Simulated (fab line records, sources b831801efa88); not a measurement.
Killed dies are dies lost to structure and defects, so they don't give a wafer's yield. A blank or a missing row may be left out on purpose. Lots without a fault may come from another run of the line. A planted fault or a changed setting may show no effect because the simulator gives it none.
A struck lot beside a sound one | flow sfq_line | 28 steps out of a route of 325
Sound: wafers L237.2, L237.4, L237.5. Struck: wafer L254.5. (L254.1, L254.6 of the same lot were not struck and are left out.) The cause comes at the end.
At each step with rows: each side's tool, then ch and its chambers, then its first start. Under that, the readings that differ: sound wafers | struck wafers | difference of the means | sigmas: that difference in standard deviations of wafers without a fault.
alike: readings whose means differ by less than 2 such deviations, and words and numbers that are the same on both sides. not compared: withheld readings, readings that some wafer has no value for, bounds like >300 that may hide the same value, and numbers for which the record gives no deviation and whose values overlap.
The two part at a step that has a row with sigmas, a row that says differs or no value, or rows on one side only. Numbers that don't overlap but have no deviation are shown without sigmas and don't part them. A reading that every wafer of one side lacks parts them only if that side has two wafers or more.

first, 6 steps without rows for these wafers: SFQ_TRILAYER_M3_LITHO_COAT_080 (resist thk 62 nm); SFQ_TRILAYER_M3_LITHO_COAT_075 (resist thk 600 nm); SFQ_TRILAYER_M3_LITHO_SOFTBAKE_079; SFQ_TRILAYER_M3_LITHO_EXPOSE_076 (exposes mask M3, target cd 500 nm); SFQ_TRILAYER_M3_LITHO_PEB_078 (peb time 60 s); SFQ_TRILAYER_M3_LITHO_DEVELOP_077 (time 60 s).
SFQ_M3_OVL_MEAS_921:
  sound on overlay-01, day 44 17:43; struck on overlay-02, day 51 16:50
  alike: M3_OVL
then, 1 step without rows for these wafers: SFQ_TRILAYER_M3_BARC_OPEN_METAL_ETCH_100 (etches BARC in O2, target depth 125 nm, time 41.7 s).
SFQ_TRILAYER_M3_ETCH_METAL_ETCH_078: etches Nb in Cl2/Ar, stops on SiO2, target depth 240 nm, time 120 s.
  sound on rie_metal-02 ch 0,1, day 44 17:48; struck on rie_metal-03 ch 1, day 51 16:55
  alike: drypump_motor_current_A, he_backside_leak_sccm, oes_product_au
  not compared: rf_hours_counter_h
SFQ_TRILAYER_M3_STRIP_STRIP_079: strips in O2.
  sound on rie_metal-02 ch 0,1, day 44 17:55; struck on rie_metal-03 ch 1, day 51 17:03
  alike: drypump_motor_current_A, he_backside_leak_sccm, oes_product_au
  not compared: rf_hours_counter_h
then, 1 step without rows for these wafers: SFQ_TRILAYER_M3_STRIP_SOLV_CLEAN_080 (cleans in NMP, time 600 s).
SFQ_TRILAYER_I3_DEP_PECVD_081: deposits SiO2 from SiH4/N2O, time 111.11 s, target thk 500 nm.
  sound on pecvd-02 ch 0,1,2, day 44 18:52; struck on pecvd-04 ch 0, day 51 17:49
  alike: heater_power_w, throttle_valve_pct
SFQ_TRILAYER_I3_CMP_CMP_082: polishes SiO2.
  sound on cmp-02 ch 0,1,2, day 45 13:20; struck on cmp-01 ch 1, day 51 20:31
  reading                                             | sound         | struck | difference | sigmas
  time_to_endpoint_s (s)                              | 221 230 213   | 202    | -19        | -2
  model.SiO2_of_TRILAYER_I3_DEP_PECVD_081.thk_nm (nm) | 201.5 202 199 | 220.5  | +19.7      |
  alike: motor_current_A
SFQ_I3_BOW_MEAS_922:
  sound on film_metro-01, day 45 16:21; struck on film_metro-02, day 51 22:01
  reading     | sound     | struck | difference | sigmas
  I3_BOW (um) | -8 -10 -7 | 14     | +22        | +3
SFQ_TRILAYER_I3_METRO_MEASURE_083:
  sound on film_metro-01, day 45 16:39; struck on film_metro-02, day 51 22:08
  reading     | sound             | struck | difference | sigmas
  thk_nm (nm) | 201.6 202.2 199.1 | 220.7  | +19.7      | +18
then, 6 steps without rows for these wafers: SFQ_TRILAYER_I3_VIA_LITHO_COAT_090 (resist thk 62 nm); SFQ_TRILAYER_I3_VIA_LITHO_COAT_085 (resist thk 650 nm); SFQ_TRILAYER_I3_VIA_LITHO_SOFTBAKE_089; SFQ_TRILAYER_I3_VIA_LITHO_EXPOSE_086 (exposes mask I3, target cd 500 nm); SFQ_TRILAYER_I3_VIA_LITHO_PEB_088 (peb time 60 s); SFQ_TRILAYER_I3_VIA_LITHO_DEVELOP_087 (time 60 s).
-- the record jumps here: 6 days lie between the struck wafers' starts before and after --
SFQ_I3_OVL_MEAS_923:
  sound on overlay-01, day 50 16:43; struck on overlay-01, day 57 10:42
  alike: I3_OVL
SFQ_TRILAYER_I3_VIA_BARC_OPEN_VIA_ETCH_121: etches BARC in O2, target depth 125 nm, time 41.7 s.
  sound on rie_diel-04 ch 1,2, day 50 16:44; struck on rie_diel-02 ch 0, day 57 10:44
  reading               | sound             | struck | difference | sigmas
  oes_product_au (a.u.) | 0.678 0.691 0.678 | 0.698  | +0.016     | +3
  alike: drypump_motor_current_A
  not compared: rf_hours_counter_h
SFQ_TRILAYER_I3_VIA_ETCH_VIA_ETCH_088: etches SiO2 in CHF3, stops on Nb, target depth 260 nm.
  sound on rie_diel-04 ch 1,2, day 50 16:47; struck on rie_diel-02 ch 0, day 57 10:46
  reading                        | sound             | struck | difference | sigmas
  oes_product_au (a.u.)          | 0.855 0.866 0.847 | 0.906  | +0.050     | +9
  model.etch.depth_nm (nm)       | 201.5 202 199     | 220.5  | +19.7      |
  model.I3.feature_depth_nm (nm) | 201.5 202 199     | 220.5  | +19.7      |
  alike: drypump_motor_current_A
SFQ_TRILAYER_I3_VIA_STRIP_STRIP_089: strips in O2.
  sound on rie_metal-01 ch 0, day 50 16:54; struck on rie_metal-01 ch 0, day 57 10:53
  alike: drypump_motor_current_A, he_backside_leak_sccm, oes_product_au
  not compared: rf_hours_counter_h
then, 1 step without rows for these wafers: SFQ_TRILAYER_I3_VIA_STRIP_SOLV_CLEAN_090 (cleans in NMP, time 600 s).
SFQ_TRILAYER_M4_DEP_PRE_CLEAN_092: time 22.5 s.
  sound on pvd_sputter-06, day 50 17:53; struck on pvd_sputter-04, day 57 11:40
  reading                                             | sound           | struck | difference | sigmas
  model.SiO2_of_TRILAYER_I3_DEP_PECVD_081.thk_nm (nm) | 194 194.5 191.5 | 213    | +20        |
then, 1 step without rows for these wafers: SFQ_TRILAYER_M4_DEP_SPUTTER_091 (material Nb, target thk 200 nm, time 133.3 s).

WHERE THEY PART
First at SFQ_TRILAYER_I3_CMP_CMP_082; last, within this record, at SFQ_TRILAYER_I3_VIA_ETCH_VIA_ETCH_088. Later steps at which nothing parts them and some readings are alike: SFQ_TRILAYER_I3_VIA_STRIP_STRIP_089.

WHY: what the simulator had put in
Process parameter drift: cmp-01, from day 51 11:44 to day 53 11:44, at SFQ_TRILAYER_I3_CMP_CMP_082. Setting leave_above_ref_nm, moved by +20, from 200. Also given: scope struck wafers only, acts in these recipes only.
